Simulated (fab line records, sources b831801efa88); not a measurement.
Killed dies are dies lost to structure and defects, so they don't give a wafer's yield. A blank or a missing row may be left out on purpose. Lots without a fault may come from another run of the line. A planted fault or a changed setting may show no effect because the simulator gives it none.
Which tool did it? | flow gf180mcu | 9 lots, 27 wafers sampled, at 3 steps of a route of 602

WHAT THE GAUGES READ, wafer by wafer
GF_V5_RS_MEAS_24: measures by four-point-probe.
lot  | measured     | on            | V5_W_RS (ohm/sq)
L506 | day 29 00:54 | film_metro-04 | 0.321 0.318 0.327
L507 | day 29 10:49 | film_metro-02 | 0.315 0.316 0.318
L512 | day 30 20:35 | film_metro-03 | 0.329 0.332 0.336
L513 | day 30 23:19 | film_metro-03 | 0.333 0.315 0.334
L515 | day 31 16:23 | film_metro-04 | 0.331 0.319 0.331
L519 | day 32 13:46 | film_metro-04 | 0.313 0.311 0.312
L520 | day 32 20:17 | film_metro-03 | 0.314 0.325 0.318
L522 | day 33 06:21 | film_metro-03 | 0.312 0.315 0.324
L524 | day 33 21:28 | film_metro-04 | 0.314 0.330 0.314

WHICH TOOL RAN EACH LOT (tool, then ch and the chambers of the sampled wafers, then the start)
lot  | GF_MIM_STRIP_20                      | GF_M5_STRIP_11
L506 | plasma_asher-03 ch 0,1, day 27 07:07 | plasma_asher-02 ch 0,1, day 28 03:44
L507 | plasma_asher-02 ch 0,1, day 27 16:51 | plasma_asher-02 ch 0,1, day 28 13:02
L512 | plasma_asher-03 ch 0,1, day 29 05:02 | plasma_asher-04 ch 0,1, day 30 00:20
L513 | plasma_asher-02 ch 0,1, day 29 07:49 | plasma_asher-01 ch 0,1, day 30 03:11
L515 | plasma_asher-02 ch 0,1, day 30 01:29 | plasma_asher-04 ch 0,1, day 30 20:28
L519 | plasma_asher-04 ch 0,1, day 31 00:55 | plasma_asher-01 ch 0,1, day 31 19:14
L520 | plasma_asher-03 ch 0,1, day 31 08:46 | plasma_asher-02 ch 0,1, day 32 02:35
L522 | plasma_asher-03 ch 0,1, day 31 18:49 | plasma_asher-01 ch 0,1, day 32 12:16
L524 | plasma_asher-03 ch 0,1, day 32 11:22 | plasma_asher-04 ch 0,1, day 33 03:56
- GF_MIM_STRIP_20: strips in O2/N2.
- GF_M5_STRIP_11: strips in O2/N2.

THE ANSWER, worked out from the rows above alone
Rule: what is usual is taken from the lots themselves. Put in order of their means at a reading, lots are off if they are a third of the lots or fewer, leave a main group of 4 or more, and stand apart from it by a gap of 3 or more times the standard deviation of the main group's means; of several such gaps the widest counts. A main group whose means are all the same, to the digits that the tables above print for the reading, isn't used. A lot without any number at a reading at which 4 lots or more have one is off too. The other lots that the step has rows for count as sound.
No lot is off at any reading shown: from this, nothing can be told.

WHAT THE SIMULATOR HAD PUT IN
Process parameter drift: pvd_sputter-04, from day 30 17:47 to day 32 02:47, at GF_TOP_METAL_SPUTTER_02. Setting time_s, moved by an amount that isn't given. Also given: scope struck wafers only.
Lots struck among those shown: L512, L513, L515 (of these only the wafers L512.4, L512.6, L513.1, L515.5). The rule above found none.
